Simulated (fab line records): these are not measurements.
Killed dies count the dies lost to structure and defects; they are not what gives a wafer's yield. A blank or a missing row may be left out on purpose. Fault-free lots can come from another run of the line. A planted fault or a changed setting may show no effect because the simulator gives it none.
Code-filled problem report in 8D (eight disciplines) form + flow gf180mcu + the parts of the form that need people (team, actions taken, sign-off) are left out

## 1. THE ISSUE
HV_LDD_CVD_54_THK at GF_HV_LDD_THK_MEAS_55 reads a mean of 6.22 nm on 3 wafers of 1 lot; wafers without a fault read 10.05 nm with a standard deviation of 0.15. Relative to the usual mean, that is a shift of -26 standard deviations.
First seen on wafer L355.1, day 16 02:36, on film metro-03. The record has a number at this step for 39 wafers belonging to 13 lots. Rule for "out", or "out of limits": more than 4 standard deviations from the usual mean. The other wafers with a number count as sound.

## 2. WHAT IT IS, WHAT IT ISN'T
| question                    | is                     | is not                                                                                                   |
|-----------------------------|------------------------|----------------------------------------------------------------------------------------------------------|
| which readings at this step | HV_LDD_CVD_54_THK      | -                                                                                                        |
| which lots                  | L355                   | L344, L345, L346, L348, L349, L357, L362, L363, L364, L365, L366, L367                                   |
| which wafers of those lots  | all that have a number | -                                                                                                        |
| read on which gauges        | film metro-03          | film metro-02, film metro-04                                                                             |
| when                        | from day 16 02:36      | up to then (15 sound wafers); but 21 sound wafers of L357, L362, L363, L364, L365, L366, L367 came after |

## 3. WHAT RULES OUT EACH SUSPECT
Counting: any tool at a process step up to the reading is kept as a suspect provided that every lot that is out went through it and no sound lot did after the first of them.
- the gauge at GF_HV_LDD_THK_MEAS_55: kept. All the wafers that are out were read on film metro-03, and no step on other tools shows them out.
- lpcvd-02 at GF_HV_LDD_CVD_54 (deposits SiO2 from TEOS, target thk 10 nm, time 75 s): ruled out as a lasting fault. Sound lots L357, L366 ran on it after its first lot that is out, L355 (day 16 01:35).
Remaining after the count: film metro-03 at GF_HV_LDD_THK_MEAS_55.

## 4. THE CAUSE (what the simulator had put in)
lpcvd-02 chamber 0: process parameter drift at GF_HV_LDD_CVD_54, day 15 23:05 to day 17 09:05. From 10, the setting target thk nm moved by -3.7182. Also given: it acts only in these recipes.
It was ruled out by counting, in error; the rule expects a fault to strike all lots run on its tool from its start on, and this fault did not.

## 5. THE EFFECT CHAIN, in route order
One row per reading whose mean, taken over the struck wafers that have a number, lies over 3 standard deviations from the usual. Scope: only readings with a usual standard deviation given in the record; hours: median across lots of the time from each lot's start at the first step in this table that gives one to its start at this step; sigmas: change in usual standard deviations.
| hours | step                  | reading           | usual    | on struck wafers | change | sigmas |
|-------|-----------------------|-------------------|----------|------------------|--------|--------|
| 0     | GF_HV_LDD_THK_MEAS_55 | HV_LDD_CVD_54_THK | 10.05 nm | 6.22             | -3.83  | -26    |
Later steps that measure or inspect, where all struck wafers having a row at the step show a number for every such reading and not one has moved that far: GF_SAB_OVL_MEAS_10, GF_M1_OVL_MEAS_15, GF_V1_THK_MEAS_01.

## 6. HOW IT WOULD HAVE BEEN CAUGHT EARLIER
Counted from the fault's start at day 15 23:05, it took 4 hours until the first out-of-limits reading at a measuring or inspecting step in this record, taken at day 16 02:36.
Of the tool readings at GF_HV_LDD_CVD_54 for which the record gives a usual standard deviation, none was out on any struck wafer, so an alarm limit of 4 standard deviations on them would not have fired.
